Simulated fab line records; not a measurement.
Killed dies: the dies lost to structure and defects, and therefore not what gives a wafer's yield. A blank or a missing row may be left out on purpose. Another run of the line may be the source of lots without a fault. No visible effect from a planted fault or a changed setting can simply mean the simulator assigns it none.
The same fault as seen by 2 desks -- flow gf180mcu -- every desk sees just its own numbers, and what lay behind them comes last

## AT THE TOOL OWNER'S DESK: rie-diel-03
The tool's own readings at GF_HV_LDD_ETCHBACK_58 (etches Si3N4 in CH3F/O2, stops on SiO2, time 100 s, target depth 90 nm): means of the sampled wafers that have a number, for each lot that ran on this tool. Marked OUT: a lot whose mean sits more than 4 standard deviations from the usual mean, which makes it out of limits; the brackets give that distance.
Columns: A = drypump-motor-current-A at GF_HV_LDD_ETCHBACK_58, usual 5.9 A; B = oes-product-au at GF_HV_LDD_ETCHBACK_58, usual 0.842 a.u.; C = run-length-s at GF_HV_LDD_ETCHBACK_58, usual 128.4 s; D = throttle-valve-pct at GF_HV_LDD_ETCHBACK_58, usual 10.561 %
lot,first seen here,A,B,C,D
L784,day 13 20:38,5.7,0.847,128.2,10.570
L785,day 14 02:34,6.0,0.846,128.8,10.573
L787,day 14 17:31,5.9,0.842,128.6,10.552
L790,day 15 20:00,5.7,0.837,128.3,10.577
L800,day 19 06:47,6.0,0.893 (+7.6) OUT,123.5 (-9.2) OUT,10.569
This desk's verdict: out of limits on L800, starting with L800 at day 19 06:47 (oes-product-au at GF_HV_LDD_ETCHBACK_58). L784, L785, L787, L790 stayed within limits.

## THE METROLOGY DESK
Means of the sampled wafers that have a number, per lot and without regard to the tool the lot ran on: this is what the gauges read. Marked OUT: a lot whose mean sits more than 4 standard deviations from the usual mean, which makes it out of limits; the brackets give that distance.
Columns: A = DUAL_GATE_OVL at GF_DUAL_GATE_OVL_MEAS_11, usual 0.5 nm; B = PSD_OVL at GF_PSD_OVL_MEAS_08, usual 1.0 nm
lot,first seen here,A,B
L780,day 8 07:50,-1.0,0.6
L781,day 8 16:21,2.0,1.7
L782,day 8 23:40,1.3,1.8
L784,day 9 15:13,-0.8,1.3
L785,day 9 18:09,0.2,1.1
L786,day 10 00:39,0.2,0.8
L787,day 10 06:31,1.7,1.6
L790,day 11 05:15,0.6,-0.4
L794,day 12 07:52,0.9,0.6
L795,day 12 18:11,0.9,1.4
L798,day 13 11:48,0.6,1.3
L800,day 14 05:16,-0.1,0.9
L801,day 14 06:49,1.0,0.9
This desk's verdict: no lot among the 13 shows anything out of limits.

## PUT TOGETHER
At day 19 06:47, on L800, the tool owner's desk was in a position to raise an alarm.
Metrology desk: nothing out of limits seen.
The metrology desk has L800 on record, within its limits.
Of the lots named, all ran GF_HV_LDD_ETCHBACK_58 on rie-diel-03.

## WHAT THE SIMULATOR PUT IN
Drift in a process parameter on rie-diel-03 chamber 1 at GF_HV_LDD_ETCHBACK_58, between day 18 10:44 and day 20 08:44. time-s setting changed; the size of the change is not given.
Struck lots among those shown: L800.
How many hours passed from the start of the fault until each desk's first out-of-limits reading: the tool owner's desk, 20.
